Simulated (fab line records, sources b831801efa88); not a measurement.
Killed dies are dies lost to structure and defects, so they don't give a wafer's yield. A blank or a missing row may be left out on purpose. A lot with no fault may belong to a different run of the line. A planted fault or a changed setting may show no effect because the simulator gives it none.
fab line records | flow sky130
[record] lots = 6 | wafers = 18 | lastDay = 50
route steps=708 shown FIELD_ISO@3 PAD_OPEN@708
lots that met no fault: taken from a fault-free run of the same line
startH: hours from the record's opening day to when the first of the lot's shown wafers began | waitH: time in hours since the lot's previous step | " repeats the value in the row above | L1.1+2: one row covering several wafers at once | - value missing, or start not given | * or withheld: withheld | < > ~ a bound
route shown NAME@n: names a module that has steps shown in the file, with the first one's number in the route | usual: the fault-free wafers' mean and standard deviation | same: alike in all rows | chamber/n: place in a boat | sites: the reading at each site | _std_site: the values' standard deviation | _edge_site: outer sites' mean less inner sites' | radiusMm: how far each site lies from the wafer's centre | mask NAME#n: copy n | behind: tool/chamber where the wafer was last shaped | hold: cause of the lot's hold/its duration in hours/its outcome | device: transistor that didn't switch, given as n, p or np | end of line: at the end of the route, the tests of the same wafers | step lacking rows: just its recipe | killed: the dies lost at the first sort to structure and to defects; this is not the yield of the wafer | map: the dies of a wafer, with x for killed, . for not killed, _ for no die there
set.NAME: the setting that was run; set.NAME@STEP: the one run at that earlier step | model.NAME: the simulator's own value behind a step, which no gauge read
lots seen at some steps along the route; tables by step, rows by wafer
services: a tool's chamber out of use, with start hour (startH, from the record's first day; less than 0 if before it), hours out, and reason
[[steps]]
[step SKY_FIELD_ISO_THK_MEAS_02]
[recipe] reads = SiO2_of_FIELD_ISO_OXIDATION_01
[usual] FIELD_ISO_OXIDATION_00_THK = 11.99/0.25
lot.wafer | tool         | chamber | startH | waitH | FIELD_ISO_OXIDATION_00_THK[nm]
L969.1    | filmMetro-03 | -       | 22.10  | 0.0   | 11.79
L969.4    | "            | -       | "      | "     | 11.94
L969.5    | "            | -       | "      | "     | 12.01
L970.2    | filmMetro-03 | -       | 26.64  | 0.0   | 11.81
L970.3    | "            | -       | "      | "     | 11.90
L970.6    | "            | -       | "      | "     | 11.97
L971.1    | filmMetro-03 | -       | 32.48  | 0.0   | 12.11
L971.4    | "            | -       | "      | "     | 11.86
L971.5    | "            | -       | "      | "     | 12.07
L983.2    | filmMetro-04 | -       | 91.64  | 0.0   | 12.47
L983.4    | "            | -       | "      | "     | 12.42
L983.5    | "            | -       | "      | "     | 12.51
L986.2    | filmMetro-03 | -       | 107.73 | 0.0   | 12.12
L986.4    | "            | -       | "      | "     | 12.36
L986.5    | "            | -       | "      | "     | 12.17
L987.2    | filmMetro-01 | -       | 111.64 | 0.0   | 11.85
L987.3    | "            | -       | "      | "     | 11.93
L987.5    | "            | -       | "      | "     | 11.77
[step SKY_FIELD_ISO_CVD_03]
[recipe] material = Si3N4 | precursor = DCS/NH3 | targetThkNm = 165 | tempC = 770 | timeS = 2830 | pressureMtorr = 250
[step SKY_FIELD_ISO_THK_MEAS_04]
[recipe] reads = Si3N4_of_FIELD_ISO_CVD_03
[usual] FIELD_ISO_CVD_03_THK = 164.1/1.8
lot.wafer | tool         | chamber | startH | waitH | FIELD_ISO_CVD_03_THK[nm]
L969.1    | filmMetro-03 | -       | 23.95  | 0.0   | 168.0
L969.4    | "            | -       | "      | "     | 166.1
L969.5    | "            | -       | "      | "     | 166.1
L970.2    | filmMetro-01 | -       | 30.54  | 0.0   | 165.7
L970.3    | "            | -       | "      | "     | 165.7
L970.6    | "            | -       | "      | "     | 165.2
L971.1    | filmMetro-03 | -       | 34.33  | 0.0   | 165.0
L971.4    | "            | -       | "      | "     | 166.1
L971.5    | "            | -       | "      | "     | 165.2
L983.2    | filmMetro-03 | -       | 93.49  | 0.0   | 162.9
L983.4    | "            | -       | "      | "     | 163.5
L983.5    | "            | -       | "      | "     | 162.8
L986.2    | filmMetro-04 | -       | 109.58 | 0.0   | 163.9
L986.4    | "            | -       | "      | "     | 163.7
L986.5    | "            | -       | "      | "     | 162.0
L987.2    | filmMetro-03 | -       | 113.49 | 0.0   | 167.5
L987.3    | "            | -       | "      | "     | 166.3
L987.5    | "            | -       | "      | "     | 165.4
[step SKY_FIELD_ISO_DEHYDRATE_05]
[recipe] tempC = 200 | timeS = 60
[step SKY_FIELD_ISO_HMDS_06]
[recipe] primeTimeS = 60 | primeTempC = 120
[step SKY_FIELD_ISO_COAT_07]
[recipe] resist = BARC | tempC = withheld | timeS = withheld | spinRpm = 3000 | resistThkNm = 60
[step SKY_FIELD_ISO_COAT_08]
[recipe] resist = KrF-thick | spinRpm = 3000 | resistThkNm = 450
[step SKY_FIELD_ISO_SOFTBAKE_09]
[recipe] tempC = 100 | timeS = 90 | resist = KrF-thick
[step SKY_FIELD_ISO_EXPOSE_10]
[recipe] maskId = FOM | na = 0.68 | sourceShape = annular | sigmaInner = 0.4 | sigmaOuter = 0.8 | targetCdNm = 150 | doseMj = 28
[step SKY_FIELD_ISO_PEB_11]
[recipe] pebTempC = withheld | pebTimeS = withheld | resist = KrF-thick
[step SKY_FIELD_ISO_DEVELOP_12]
[recipe] developTimeS = 60 | resist = KrF-thick | devTempC = 21
[step SKY_FIELD_ISO_CD_MEAS_13]
[recipe] targetCdNm = 150
[usual] cdNm = 149.9/1.4
lot.wafer | tool     | chamber | startH | waitH | cdNm
L969.1    | cdSem-02 | -       | 29.61  | -     | 151.3
L969.4    | "        | -       | "      | "     | 151.1
L969.5    | "        | -       | "      | "     | 148.6
L970.2    | cdSem-01 | -       | 32.73  | -     | 150.2
L970.3    | "        | -       | "      | "     | 150.0
L970.6    | "        | -       | "      | "     | 149.8
L971.1    | cdSem-02 | -       | 35.78  | -     | 150.4
L971.4    | "        | -       | "      | "     | 150.4
L971.5    | "        | -       | "      | "     | 151.4
L983.2    | cdSem-01 | -       | 111.54 | -     | 148.7
L983.4    | "        | -       | "      | "     | 148.6
L983.5    | "        | -       | "      | "     | 148.7
L986.2    | cdSem-01 | -       | 128.92 | -     | 151.4
L986.4    | "        | -       | "      | "     | 151.8
L986.5    | "        | -       | "      | "     | 152.0
L987.2    | cdSem-01 | -       | 133.08 | -     | 148.8
L987.3    | "        | -       | "      | "     | 149.1
L987.5    | "        | -       | "      | "     | 148.5
[step SKY_FIELD_ISO_ETCH_14]
[recipe] chemistry = N2/H2 | target = BARC | ionEnergyEv = 200 | sourceW = 500 | biasW = 100 | pressureMtorr = 30 | n2FlowSccm = 100 | h2FlowSccm = 200 | stopOn = SiO2 | timeS = 45.9 | targetDepthA = 600
[usual] biasW = 99.94/0.3 | chamberPressureMTorr = 30.001/0.024 | drypumpMotorCurrentA = 5.7/0.49 | n2FlowSccm = 100.0/0.31 | oesProductAu = 0.854/0.0052 | throttleValvePct = 13.224/0.0096
lot.wafer | tool       | chamber | startH | waitH | biasW  | chamberPressureMTorr | drypumpMotorCurrentA | n2FlowSccm | oesProductAu | rfHoursCounterH | throttleValvePct | model.KrF-thick_of_FIELD_ISO_COAT_08.thkNm
L969.1    | rieDiel-03 | 0       | 29.73  | 0.1   | 99.88  | 29.996               | 5.8                  | 100.5      | 0.853        | 117             | 13.216           | 393.4
L969.4    | "          | 1       | "      | "     | 100.32 | 29.997               | 6.1                  | 99.7       | 0.856        | 48              | 13.202           | 394.1
L969.5    | "          | 3       | "      | "     | 99.69  | 30.013               | 5.1                  | 100.5      | 0.852        | -               | 13.236           | 393.9
L970.2    | rieDiel-03 | 2       | 32.83  | 0.1   | -      | -                    | -                    | -          | -            | -               | -                | 436.1
L970.3    | "          | 1       | "      | "     | -      | -                    | -                    | -          | -            | -               | -                | 435.1
L970.6    | "          | 1       | "      | "     | -      | -                    | -                    | -          | -            | -               | -                | 436.2
L971.1    | rieDiel-02 | 0       | 35.90  | 0.1   | -      | -                    | -                    | -          | -            | -               | -                | 434
L971.4    | "          | 2       | "      | "     | -      | -                    | -                    | -          | -            | -               | -                | 433.6
L971.5    | "          | 3       | "      | "     | -      | -                    | -                    | -          | -            | -               | -                | 435
L983.2    | rieDiel-01 | 3       | 111.64 | 0.1   | 99.97  | 30.019               | 6.5                  | 99.5       | 0.850        | 91              | 13.212           | 388.9
L983.4    | "          | 0       | "      | "     | 99.20  | 30.016               | 5.4                  | 100.8      | 0.847        | -               | 13.202           | 389.4
L983.5    | "          | 3       | "      | "     | 99.80  | 29.977               | 6.5                  | 99.7       | 0.854        | -               | 13.232           | 388.4
L986.2    | rieDiel-01 | 0       | 129.02 | 0.1   | 100.31 | 30.027               | 5.4                  | 100.0      | 0.862        | 27              | 13.219           | 394.2
L986.4    | "          | 2       | "      | "     | 99.84  | 29.988               | 6.2                  | 99.9       | 0.853        | 78              | 13.211           | 394.2
L986.5    | "          | 0       | "      | "     | 100.15 | 30.000               | 5.4                  | 100.6      | 0.863        | -               | 13.239           | 393.7
L987.2    | rieDiel-01 | 1       | 133.18 | 0.1   | 99.42  | 30.033               | 4.9                  | 99.6       | 0.846        | 0               | 13.221           | 394.8
L987.3    | "          | 0       | "      | "     | 99.79  | 30.015               | 5.4                  | 100.2      | 0.851        | 27              | 13.218           | 396.2
L987.5    | "          | 0       | "      | "     | 100.06 | 29.940               | 5.4                  | 100.5      | 0.853        | -               | 13.236           | 394.5
[step SKY_FIELD_ISO_ETCH_15]
[recipe] chemistry = CHF3/O2 | targetDepthNm = 180 | stopOn = Si | sourceW = 600 | biasW = 200 | pressureMtorr = 40 | chf3FlowSccm = 50 | O2_flow_sccm = 5 | timeS = 72
[usual] O2_flow_sccm = 5.003/0.013 | biasW = 200.0/0.57 | drypumpMotorCurrentA = 5.7/0.49 | oesProductAu = 0.943/0.0079 | throttleValvePct = 8.845/0.009
lot.wafer | tool       | chamber | startH | waitH | O2_flow_sccm | biasW | drypumpMotorCurrentA | oesProductAu | rfHoursCounterH | throttleValvePct | model.KrF-thick_of_FIELD_ISO_COAT_08.thkNm
L969.1    | rieDiel-03 | 0       | 29.78  | 0.0   | 4.994        | 200.6 | 5.9                  | 0.949        | 117             | 8.853            | 237.9
L969.4    | "          | 1       | "      | "     | 4.988        | 201.5 | 6.1                  | 0.950        | 48              | 8.837            | 237.2
L969.5    | "          | 3       | "      | "     | 5.000        | 199.3 | 5.0                  | 0.949        | -               | 8.843            | 236.7
L970.2    | rieDiel-03 | 2       | 32.87  | 0.0   | 5.001        | 199.7 | 5.9                  | 0.378        | 160             | 8.666            | 280.8
L970.3    | "          | 1       | "      | "     | 5.010        | 199.6 | 6.1                  | 0.378        | 48              | 8.690            | 279.1
L970.6    | "          | 1       | "      | "     | 5.002        | 199.0 | 6.0                  | 0.363        | -               | 8.679            | 281.1
L971.1    | rieDiel-02 | 0       | 35.94  | 0.0   | 4.997        | 200.8 | 5.1                  | 0.374        | 91              | 8.684            | 276.3
L971.4    | "          | 2       | "      | "     | 5.003        | 200.8 | 5.6                  | 0.380        | 6               | 8.676            | 278.5
L971.5    | "          | 3       | "      | "     | 4.997        | 200.1 | 5.9                  | 0.381        | -               | 8.670            | 277.2
L983.2    | rieDiel-01 | 3       | 111.68 | 0.0   | 5.009        | 200.0 | 6.5                  | 0.939        | 91              | 8.853            | 232.3
L983.4    | "          | 0       | "      | "     | 5.008        | 200.1 | 5.4                  | 0.942        | -               | 8.841            | 233.4
L983.5    | "          | 3       | "      | "     | 5.012        | 199.0 | 6.4                  | 0.943        | -               | 8.845            | 231.1
L986.2    | rieDiel-01 | 0       | 129.07 | 0.0   | 4.986        | 200.0 | 5.4                  | 0.944        | 27              | 8.832            | 237.4
L986.4    | "          | 2       | "      | "     | 5.024        | 200.1 | 6.2                  | 0.935        | 78              | 8.839            | 238.7
L986.5    | "          | 0       | "      | "     | 4.987        | 199.6 | 5.4                  | 0.938        | -               | 8.836            | 236.4
L987.2    | rieDiel-01 | 1       | 133.23 | 0.0   | 4.976        | 200.8 | 4.9                  | 0.960        | 0               | 8.864            | 240
L987.3    | "          | 0       | "      | "     | 4.992        | 200.1 | 5.4                  | 0.952        | 27              | 8.849            | 239.3
L987.5    | "          | 0       | "      | "     | 4.975        | 200.3 | 5.4                  | 0.956        | -               | 8.845            | 238.5
[step SKY_FIELD_ISO_STRIP_16]
[recipe] chemistry = O2/N2 | powerW = 1400 | pressureMtorr = 1500 | platenTempC = withheld | o2FlowSccm = 3000 | n2FlowSccm = 300 | overashFraction = 0.5
[usual] drypumpMotorCurrentA = 5.6/0.42 | n2FlowSccm = 300.1/0.84 | oesProductAu = 0.378/0.0048 | stripTimeToEndpointS = 3.543/0.025
lot.wafer | tool           | chamber | startH | waitH | drypumpMotorCurrentA | n2FlowSccm | oesProductAu | rfHoursCounterH | stripTimeToEndpointS
L969.1    | plasmaAsher-01 | 1       | 29.83  | 0.0   | 5.9                  | 301.1      | 0.379        | 31              | 3.557
L969.4    | "              | 0       | "      | "     | 5.4                  | 300.5      | 0.384        | -               | 3.554
L969.5    | "              | 0       | "      | "     | 5.4                  | 300.5      | 0.375        | -               | 3.563
L970.2    | plasmaAsher-04 | 0       | 32.92  | 0.0   | 6.3                  | 300.5      | 0.402        | 35              | 4.016
L970.3    | "              | 1       | "      | "     | 5.1                  | 299.0      | 0.400        | -               | 4.000
L970.6    | "              | 0       | "      | "     | 6.3                  | 299.3      | 0.395        | -               | 4.018
L971.1    | plasmaAsher-01 | 0       | 36.00  | 0.0   | 5.4                  | 300.4      | 0.390        | 31              | 3.967
L971.4    | "              | 0       | "      | "     | 5.4                  | 300.3      | 0.388        | -               | 3.988
L971.5    | "              | 1       | "      | "     | 5.9                  | 300.2      | 0.401        | -               | 3.986
L983.2    | plasmaAsher-01 | 1       | 111.74 | 0.0   | 5.8                  | 299.4      | 0.377        | 40              | 3.474
L983.4    | "              | 0       | "      | "     | 5.4                  | 300.7      | 0.369        | -               | 3.518
L983.5    | "              | 1       | "      | "     | 5.9                  | 299.6      | 0.373        | -               | 3.491
L986.2    | plasmaAsher-03 | 1       | 129.12 | 0.0   | 5.3                  | 299.4      | 0.381        | 1               | 3.544
L986.4    | "              | 0       | "      | "     | 5.8                  | 300.1      | 0.382        | -               | 3.569
L986.5    | "              | 0       | "      | "     | 5.8                  | 299.2      | 0.379        | -               | 3.545
L987.2    | plasmaAsher-04 | 1       | 133.28 | 0.0   | 5.1                  | 299.7      | 0.386        | 45              | 3.567
L987.3    | "              | 1       | "      | "     | 5.1                  | 298.9      | 0.387        | -               | 3.585
L987.5    | "              | 0       | "      | "     | 6.3                  | 300.0      | 0.390        | -               | 3.572
[step SKY_FIELD_ISO_ETCH_17]
[recipe] targetDepthA = 3420 | maskMaterial = Si3N4 | chemistry = HBr/Cl2/O2 | target = Si | taperDeg = 5 | icpW = 600 | biasW = 150 | pressureMtorr = 15 | HBr_flow_sccm = 150 | Cl2_flow_sccm = 40 | O2_flow_sccm = 6 | timeS = 97.7
[usual] HBr_flow_sccm = 150.0/0.44 | O2_flow_sccm = 5.999/0.018 | drypumpMotorCurrentA = 5.6/0.45 | oesProductAu = 1.002/0.0083 | throttleValvePct = 25.653/0.01
lot.wafer | tool     | chamber | startH | waitH | HBr_flow_sccm | O2_flow_sccm | drypumpMotorCurrentA | oesProductAu | rfHoursCounterH | throttleValvePct
L969.1    | rieSi-01 | 2       | 29.93  | 0.1   | 150.1         | 6.031        | 6.0                  | 1.006        | 2               | 25.652
L969.4    | "        | 3       | "      | "     | 149.4         | 6.006        | 4.8                  | 0.995        | 87              | 25.660
L969.5    | "        | 1       | "      | "     | 150.2         | 5.978        | 5.7                  | 1.001        | -               | 25.665
L970.2    | rieSi-02 | 2       | 33.02  | 0.1   | 149.9         | 6.021        | 5.1                  | 1.001        | 15              | 25.661
L970.3    | "        | 1       | "      | "     | 150.8         | 6.023        | 6.0                  | 1.018        | 2               | 25.644
L970.6    | "        | 3       | "      | "     | 149.6         | 5.987        | 6.1                  | 1.014        | -               | 25.651
L971.1    | rieSi-01 | 1       | 36.10  | 0.1   | 150.3         | 6.003        | 5.7                  | 0.997        | 105             | 25.680
L971.4    | "        | 3       | "      | "     | 150.3         | 5.978        | 4.8                  | 0.992        | 87              | 25.636
L971.5    | "        | 0       | "      | "     | 149.3         | 6.019        | 6.0                  | 1.001        | -               | 25.657
L983.2    | rieSi-02 | 1       | 111.84 | 0.1   | 150.4         | 6.019        | 6.0                  | 1.015        | 3               | 25.661
L983.4    | "        | 2       | "      | "     | 149.6         | 6.000        | 5.1                  | 1.010        | -               | 25.654
L983.5    | "        | 1       | "      | "     | 150.5         | 6.018        | 5.9                  | 1.016        | -               | 25.643
L986.2    | rieSi-01 | 2       | 129.22 | 0.1   | 149.4         | 6.011        | 6.0                  | 0.999        | 3               | 25.660
L986.4    | "        | 1       | "      | "     | 150.2         | 6.014        | 5.7                  | 0.994        | 106             | 25.660
L986.5    | "        | 3       | "      | "     | 149.9         | 5.989        | 4.8                  | 0.986        | -               | 25.659
L987.2    | rieSi-01 | 3       | 133.38 | 0.1   | 150.1         | 5.989        | 4.8                  | 1.005        | 88              | 25.655
L987.3    | "        | 1       | "      | "     | 150.9         | 5.999        | 5.7                  | 0.986        | 106             | 25.664
L987.5    | "        | 1       | "      | "     | 150.3         | 6.006        | 5.7                  | 0.999        | -               | 25.647
[step SKY_PAD_OPEN_PROBE_99]
[usual] killed_at_M0_to_M3 = 43/6.6 | killed_at_M4_up = 3.2/1.8 | killedAtContacts = 24/5 | killedAtFrontEnd = 15/4.5 | killedAtOther = 0.2/0.46 | killedDies = 86/8.8 | killedOnRim = 16/3.4 | killedOpen = 48/6.6 | killedShort = 38/6.1
[same] grossDies = 492 | killedAtBackSide = 0
lot.wafer | tool      | chamber | startH  | waitH | killed_at_M0_to_M3 | killed_at_M4_up | killedAtContacts | killedAtFrontEnd | killedAtOther | killedDies | killedOnRim | killedOpen | killedShort
L969.1    | prober-02 | -       | 1090.61 | 0.1   | 46                 | 3               | 20               | 27               | 0             | 96         | 19          | 47         | 49
L969.4    | prober-02 | -       | 1090.76 | 0.2   | 47                 | 1               | 23               | 23               | 1             | 95         | 18          | 60         | 35
L969.5    | prober-02 | -       | 1090.81 | 0.2   | 46                 | 2               | 20               | 25               | 0             | 93         | 21          | 44         | 49
L970.2    | prober-01 | -       | 1106.09 | 0.1   | 37                 | 3               | 26               | 426              | 0             | 492        | 96          | 42         | 35
L970.3    | prober-01 | -       | 1106.14 | 0.2   | 41                 | 2               | 16               | 433              | 0             | 492        | 96          | 38         | 39
L970.6    | prober-01 | -       | 1106.29 | 0.2   | 47                 | 0               | 26               | 419              | 0             | 492        | 96          | 45         | 40
L971.1    | prober-02 | -       | 1107.70 | 0.1   | 54                 | 2               | 19               | 417              | 0             | 492        | 96          | 46         | 37
L971.4    | prober-02 | -       | 1107.85 | 0.2   | 38                 | 2               | 22               | 430              | 0             | 492        | 96          | 49         | 29
L971.5    | prober-02 | -       | 1107.90 | 0.2   | 42                 | 6               | 13               | 431              | 0             | 492        | 96          | 44         | 39
L983.2    | prober-02 | -       | 1180.48 | 0.1   | 44                 | 0               | 25               | 7                | 0             | 76         | 11          | 46         | 30
L983.4    | prober-02 | -       | 1180.58 | 0.2   | 39                 | 8               | 25               | 9                | 0             | 81         | 24          | 37         | 44
L983.5    | prober-02 | -       | 1180.63 | 0.2   | 49                 | 5               | 21               | 14               | 0             | 89         | 14          | 52         | 37
L986.4    | prober-02 | -       | 1186.83 | 0.2   | 25                 | 6               | 23               | 13               | 0             | 67         | 11          | 38         | 29
L986.5    | prober-02 | -       | 1186.88 | 0.2   | 53                 | 5               | 24               | 10               | 0             | 92         | 23          | 50         | 42
L987.2    | prober-01 | -       | 1194.74 | 0.1   | 48                 | 3               | 20               | 19               | 0             | 90         | 18          | 44         | 46
L987.3    | prober-01 | -       | 1194.79 | 0.2   | 43                 | 4               | 21               | 24               | 0             | 92         | 14          | 52         | 40
L987.5    | prober-01 | -       | 1194.89 | 0.2   | 43                 | 3               | 17               | 14               | 0             | 77         | 12          | 47         | 30
// killed by level:class
L969.1 VIA1:geometricParticle:open=12 FIELD_ISO:geometricParticle:short=8 CONTACT:geometricParticle:open=7 METAL2:geometricParticle:short=7 CONTACT:geometricParticle:short=6 METAL1:geometricParticle:short=6 POLY_GATE:geometricParticle:open=5 POLY_GATE:geometricParticle:short=5
L969.4 VIA1:geometricParticle:open=15 FIELD_ISO:geometricParticle:open=9 VIA2:geometricParticle:open=9 METAL2:geometricParticle:short=8 CONTACT:geometricParticle:open=7 LI_CONTACT:geometricParticle:open=6 FIELD_ISO:geometricParticle:short=5 VIA1:geometricParticle:short=5
L969.5 VIA1:geometricParticle:open=12 FIELD_ISO:geometricParticle:short=10 CONTACT:geometricParticle:open=7 METAL2:geometricParticle:short=7 POLY_GATE:geometricParticle:open=6 CONTACT:geometricParticle:short=5 VIA2:geometricParticle:short=5 VIA3:geometricParticle:open=5
L970.2 FIELD_ISO:areaEtch=415 CONTACT:geometricParticle:open=9 VIA1:geometricParticle:open=9 LI_CONTACT:geometricParticle:open=7 METAL2:geometricParticle:short=5 VIA2:geometricParticle:short=5 VIA2:geometricParticle:open=5 METAL1:geometricParticle:short=4
L970.3 FIELD_ISO:areaEtch=415 VIA1:geometricParticle:open=8 VIA1:geometricParticle:short=6 VIA3:geometricParticle:open=6 FIELD_ISO:geometricParticle:open=5 VIA3:geometricParticle:short=5 LI_CONTACT:geometricParticle:open=4 CONTACT:geometricParticle:open=4
L970.6 FIELD_ISO:areaEtch=407 VIA1:geometricParticle:open=16 VIA1:geometricParticle:short=11 CONTACT:geometricParticle:open=10 VIA2:geometricParticle:open=9 LI_CONTACT:geometricParticle:short=5 LI_CONTACT:geometricParticle:open=5 FIELD_ISO:geometricParticle:short=4
L971.1 FIELD_ISO:areaEtch=409 VIA1:geometricParticle:open=18 VIA1:geometricParticle:short=8 CONTACT:geometricParticle:open=6 VIA3:geometricParticle:open=6 CONTACT:geometricParticle:short=5 POLY_GATE:geometricParticle:short=4 LI_CONTACT:geometricParticle:open=4
L971.4 FIELD_ISO:areaEtch=414 VIA1:geometricParticle:open=11 CONTACT:geometricParticle:open=9 FIELD_ISO:geometricParticle:open=5 POLY_GATE:geometricParticle:open=5 METAL1:geometricParticle:short=5 VIA2:geometricParticle:open=5 LI_CONTACT:geometricParticle:short=4
L971.5 FIELD_ISO:areaEtch=409 VIA1:geometricParticle:open=7 FIELD_ISO:geometricParticle:open=6 CONTACT:geometricParticle:open=6 METAL1:geometricParticle:short=6 VIA1:geometricParticle:short=6 FIELD_ISO:geometricParticle:short=5 VIA2:geometricParticle:short=5
L983.2 CONTACT:geometricParticle:open=11 VIA1:geometricParticle:short=11 VIA2:geometricParticle:open=11 VIA1:geometricParticle:open=8 LI_CONTACT:geometricParticle:open=5 LI_CONTACT:geometricParticle:short=5 VIA3:geometricParticle:open=5 METAL1:geometricParticle:short=4
L983.4 CONTACT:geometricParticle:open=8 CONTACT:geometricParticle:short=7 VIA1:geometricParticle:open=7 VIA3:geometricParticle:open=7 METAL4:geometricParticle:short=7 METAL2:geometricParticle:short=6 VIA2:geometricParticle:open=6 METAL1:geometricParticle:short=5
L983.5 VIA1:geometricParticle:open=12 VIA3:geometricParticle:open=9 LI_CONTACT:geometricParticle:open=8 CONTACT:geometricParticle:open=8 VIA1:geometricParticle:short=7 METAL1:geometricParticle:short=5 FIELD_ISO:geometricParticle:short=4 FIELD_ISO:geometricParticle:open=3
L986.4 CONTACT:geometricParticle:open=8 LI_CONTACT:geometricParticle:open=6 VIA2:geometricParticle:open=5 FIELD_ISO:geometricParticle:open=4 POLY_GATE:geometricParticle:short=4 METAL4:geometricParticle:short=4 CONTACT:geometricParticle:short=4 METAL1:geometricParticle:open=4
L986.5 METAL1:geometricParticle:short=9 VIA1:geometricParticle:open=9 VIA3:geometricParticle:open=9 LI_CONTACT:geometricParticle:open=8 CONTACT:geometricParticle:open=8 VIA2:geometricParticle:open=7 VIA1:geometricParticle:short=6 LOCAL_INTERCONNECT:geometricParticle:short=5
L987.2 VIA1:geometricParticle:open=9 CONTACT:geometricParticle:open=8 VIA2:geometricParticle:open=7 METAL1:geometricParticle:short=6 VIA3:geometricParticle:open=6 FIELD_ISO:geometricParticle:short=5 CONTACT:geometricParticle:short=5 VIA1:geometricParticle:short=5
L987.3 CONTACT:geometricParticle:open=12 VIA1:geometricParticle:short=9 VIA1:geometricParticle:open=9 FIELD_ISO:geometricParticle:open=7 VIA2:geometricParticle:open=7 FIELD_ISO:geometricParticle:short=6 VIA3:geometricParticle:open=5 METAL1:geometricParticle:short=5
L987.5 VIA1:geometricParticle:open=15 CONTACT:geometricParticle:open=7 METAL1:geometricParticle:short=5 VIA2:geometricParticle:open=5 METAL2:geometricParticle:short=4 VIA3:geometricParticle:open=4 VIA3:geometricParticle:short=4 POLY_GATE:geometricParticle:short=3
// map L970.2 (x killed, . not)
__________xxxxxxxxxx_________
________xxxxxxxxxxxxxx_______
______xxxxxxxxxxxxxxxxxx_____
_____xxxxxxxxxxxxxxxxxxxx____
____xxxxxxxxxxxxxxxxxxxxxx___
___xxxxxxxxxxxxxxxxxxxxxxxx__
__xxxxxxxxxxxxxxxxxxxxxxxxxx_
_xxxxxxxxxxxxxxxxxxxxxxxxxxxx
_xxxxxxxxxxxxxxxxxxxxxxxxxxxx
_xxxxxxxxxxxxxxxxxxxxxxxxxxxx
_xxxxxxxxxxxxxxxxxxxxxxxxxxxx
_xxxxxxxxxxxxxxxxxxxxxxxxxxxx
_xxxxxxxxxxxxxxxxxxxxxxxxxxxx
_xxxxxxxxxxxxxxxxxxxxxxxxxxxx
_xxxxxxxxxxxxxxxxxxxxxxxxxxxx
__xxxxxxxxxxxxxxxxxxxxxxxxxx_
___xxxxxxxxxxxxxxxxxxxxxxxx__
____xxxxxxxxxxxxxxxxxxxxxx___
_____xxxxxxxxxxxxxxxxxxxx____
______xxxxxxxxxxxxxxxxxx_____
________xxxxxxxxxxxxxx_______
__________xxxxxxxxxx_________
// map L971.1 (x killed, . not)
__________xxxxxxxxxx_________
________xxxxxxxxxxxxxx_______
______xxxxxxxxxxxxxxxxxx_____
_____xxxxxxxxxxxxxxxxxxxx____
____xxxxxxxxxxxxxxxxxxxxxx___
___xxxxxxxxxxxxxxxxxxxxxxxx__
__xxxxxxxxxxxxxxxxxxxxxxxxxx_
_xxxxxxxxxxxxxxxxxxxxxxxxxxxx
_xxxxxxxxxxxxxxxxxxxxxxxxxxxx
_xxxxxxxxxxxxxxxxxxxxxxxxxxxx
_xxxxxxxxxxxxxxxxxxxxxxxxxxxx
_xxxxxxxxxxxxxxxxxxxxxxxxxxxx
_xxxxxxxxxxxxxxxxxxxxxxxxxxxx
_xxxxxxxxxxxxxxxxxxxxxxxxxxxx
_xxxxxxxxxxxxxxxxxxxxxxxxxxxx
__xxxxxxxxxxxxxxxxxxxxxxxxxx_
___xxxxxxxxxxxxxxxxxxxxxxxx__
____xxxxxxxxxxxxxxxxxxxxxx___
_____xxxxxxxxxxxxxxxxxxxx____
______xxxxxxxxxxxxxxxxxx_____
________xxxxxxxxxxxxxx_______
__________xxxxxxxxxx_________
[[services]]
tool           | chamber | startH | hours | kind
rieSi-01       | -       | 31.58  | 2.4   | repair
rieDiel-01     | -       | 37.46  | 0.4   | repair
rieDiel-03     | 3       | 37.53  | 1.4   | repair
rieDiel-02     | 1       | 43.87  | 12.9  | repair
rieDiel-01     | 3       | 62.39  | 5.2   | repair
rieSi-02       | 3       | 93.88  | -     | clean
rieSi-02       | 3       | 93.88  | 23.9  | scheduledDown
rieSi-02       | 3       | 93.88  | 23.9  | ventCycle
rieDiel-01     | 1       | 100.99 | -     | clean
rieDiel-01     | 1       | 100.99 | 16.2  | scheduledDown
rieDiel-01     | 1       | 100.99 | 16.2  | ventCycle
rieDiel-03     | 1       | 107.18 | 41.4  | repair
plasmaAsher-03 | -       | 108.75 | 9.0   | pm
plasmaAsher-03 | 0       | 108.75 | 9.0   | ventCycle
plasmaAsher-03 | 1       | 108.75 | 9.0   | ventCycle
plasmaAsher-03 | 0       | 117.75 | -     | clean
plasmaAsher-03 | 1       | 117.75 | -     | clean
rieDiel-03     | 2       | 120.53 | 8.6   | repair
rieDiel-03     | 0       | 126.21 | 5.8   | repair
rieDiel-01     | -       | 128.13 | 0.8   | repair
rieDiel-03     | -       | 129.34 | 14.6  | pm
[[key]]
[firstSign] step = SKY_FIELD_ISO_ETCH_14 | reading = toolRecord | direction = missing
[effect] step = SKY_FIELD_ISO_ETCH_15 | reading = oesProductAu | direction = down | sigmas = 72 | usual = 0.943 | struck = 0.376
[effect] step = SKY_FIELD_ISO_STRIP_16 | reading = stripTimeToEndpointS | direction = up | sigmas = 18 | usual = * | struck = *
[effect] step = SKY_PAD_OPEN_PROBE_99 | reading = killedAtFrontEnd | direction = up | sigmas = 92 | usual = 15 | struck = 426
[modelEffect] step = SKY_FIELD_ISO_ETCH_14 | value = KrF-thick_of_FIELD_ISO_COAT_08.thkNm | without = 391.4 | struck = 435
[modelEffect] step = SKY_FIELD_ISO_ETCH_15 | value = KrF-thick_of_FIELD_ISO_COAT_08.thkNm | without = 235.2 | struck = 278.8
[moreKillsBornAt] SKY_FIELD_ISO_ETCH_14@rieDiel-03 = 1237 | SKY_FIELD_ISO_ETCH_14@rieDiel-02 = 1232
metAt SKY_FIELD_ISO_ETCH_14
struckWafers L970.2,L970.3,L970.6,L971.1,L971.4,L971.5
laterRowsLeftOut L970.2,L970.3,L970.6,L971.1,L971.4,L971.5
testerLeftOut L970,L971
onsetBetween 29.73 32.83
[fault] kind = skippedStepWhole | tool = rieDiel-02,rieDiel-03 | chamber = - | onsetH = 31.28 | steps = SKY_FIELD_ISO_ETCH_14 | scope = struckLotsOnly
// testerLeftOut: of these lots the tester's yield and bins aren't shown, on N5 and GAA mostly nor the transistor test; their killed dies are dies lost to structure and defects alone, not to doping, threshold or leakage, so they don't give the yield
// laterRowsLeftOut: the simulator's readings of these wafers behind a module that went badly wrong aren't trusted and aren't shown, but for the sort
